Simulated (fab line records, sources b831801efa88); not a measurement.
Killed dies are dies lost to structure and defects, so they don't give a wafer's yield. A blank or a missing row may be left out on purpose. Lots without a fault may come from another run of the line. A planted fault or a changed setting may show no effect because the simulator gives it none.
Which tool did it? | flow sky130 | 12 lots, 36 wafers sampled, at 3 steps of a route of 708

WHAT THE GAUGES READ, wafer by wafer
SKY_METAL1_CD_MEAS_15: target cd 140 nm.
lot  | measured     | on        | cd_nm (nm)
L516 | day 32 03:18 | cd_sem-02 | 140.1 140.1 142.3
L517 | day 33 04:05 | cd_sem-02 | 144.0 142.9 143.6
L518 | day 33 23:11 | cd_sem-02 | 139.0 138.5 139.1
L520 | day 34 02:54 | cd_sem-02 | 137.7 136.8 136.8
L521 | day 35 02:39 | cd_sem-01 | 139.1 140.9 140.8
L522 | day 35 18:49 | cd_sem-02 | 139.8 138.8 139.2
L526 | day 36 02:54 | cd_sem-02 | 138.2 137.9 140.6
L529 | day 37 21:05 | cd_sem-02 | 140.4 139.0 141.1
L527 | day 37 22:33 | cd_sem-02 | 140.4 138.3 138.8
L535 | day 38 20:45 | cd_sem-01 | 139.0 138.3 138.2
L536 | day 39 06:28 | cd_sem-02 | 139.6 139.5 140.9
L539 | day 40 04:11 | cd_sem-01 | 136.7 135.5 136.7

SKY_METAL1_OVL_MEAS_16.
lot  | measured     | on         | METAL1_OVL (nm)
L516 | day 32 03:25 | overlay-01 | -12 5 6
L517 | day 33 04:12 | overlay-01 | -5 -1 7
L518 | day 33 23:17 | overlay-02 | -3 -1 9
L520 | day 34 03:01 | overlay-02 | 3 7 0
L521 | day 35 02:46 | overlay-01 | 7 9 1
L522 | day 35 18:56 | overlay-02 | 3 4 10
L526 | day 36 03:00 | overlay-02 | -4 -11 -8
L529 | day 37 21:12 | overlay-01 | 11 7 4
L527 | day 37 22:40 | overlay-02 | 1 5 9
L535 | day 38 20:52 | overlay-01 | 15 9 5
L536 | day 39 06:35 | overlay-02 | 4 5 -6
L539 | day 40 04:17 | overlay-02 | 17 10 7

WHICH TOOL RAN EACH LOT (tool, then ch and the chambers of the sampled wafers, then the start)
lot  | SKY_METAL1_SPUTTER_03
L516 | pvd_sputter-01, day 30 22:56
L517 | pvd_sputter-01, day 32 00:55
L518 | pvd_sputter-03, day 32 20:31
L520 | pvd_sputter-01, day 33 00:11
L521 | pvd_sputter-02, day 33 23:27
L522 | pvd_sputter-03, day 34 15:20
L526 | pvd_sputter-03, day 35 00:31
L529 | pvd_sputter-01, day 36 19:02
L527 | pvd_sputter-03, day 36 20:36
L535 | pvd_sputter-01, day 37 18:54
L536 | pvd_sputter-01, day 38 05:27
L539 | pvd_sputter-03, day 39 03:45
- SKY_METAL1_SPUTTER_03: material Ti, target thk 5 nm, time 3.3 s.

WHAT THE TOOLS THEMSELVES READ (means of the sampled wafers that have a number; where no wafer has one, the mark that the record gives instead)
SKY_METAL1_SPUTTER_03.
lot  | tool           | cathode_dc_power_W (W) | throttle_valve_pct (%)
L516 | pvd_sputter-01 | 3000.3                 | 30.0
L517 | pvd_sputter-01 | 3000.2                 | 29.4
L518 | pvd_sputter-03 | 3000.3                 | 28.5
L520 | pvd_sputter-01 | 2999.8                 | 29.7
L521 | pvd_sputter-02 | 2999.7                 | 29.5
L522 | pvd_sputter-03 | 2999.9                 | 28.1
L526 | pvd_sputter-03 | 2888.3                 | 30.1
L529 | pvd_sputter-01 | 3000.0                 | 29.5
L527 | pvd_sputter-03 | 2888.1                 | 29.3
L535 | pvd_sputter-01 | 2999.7                 | 29.9
L536 | pvd_sputter-01 | 2999.5                 | 29.3
L539 | pvd_sputter-03 | 3000.3                 | 30.9

THE ANSWER, worked out from the rows above alone
Rule: what is usual is taken from the lots themselves. Put in order of their means at a reading, lots are off if they are a third of the lots or fewer, leave a main group of 4 or more, and stand apart from it by a gap of 3 or more times the standard deviation of the main group's means; of several such gaps the widest counts. A main group whose means are all the same, to the digits that the tables above print for the reading, isn't used. A lot without any number at a reading at which 4 lots or more have one is off too. The other lots that the step has rows for count as sound. The gauges are gone through in route order, then the tools' own readings, and for those a lot's mean is taken as printed above. The first step at which some lot is off is used, and at that step the reading that is off furthest; a lot without a number counts as furthest.
Off: L526, L527, at SKY_METAL1_SPUTTER_03 (cathode_dc_power_W). The main group: mean 3000.0 W, standard deviation 0.28.
A tool fits if, at that step or a process step before it, it ran every lot that is off, and no sound lot after the first of them. None of those tried fits.

WHAT THE SIMULATOR HAD PUT IN
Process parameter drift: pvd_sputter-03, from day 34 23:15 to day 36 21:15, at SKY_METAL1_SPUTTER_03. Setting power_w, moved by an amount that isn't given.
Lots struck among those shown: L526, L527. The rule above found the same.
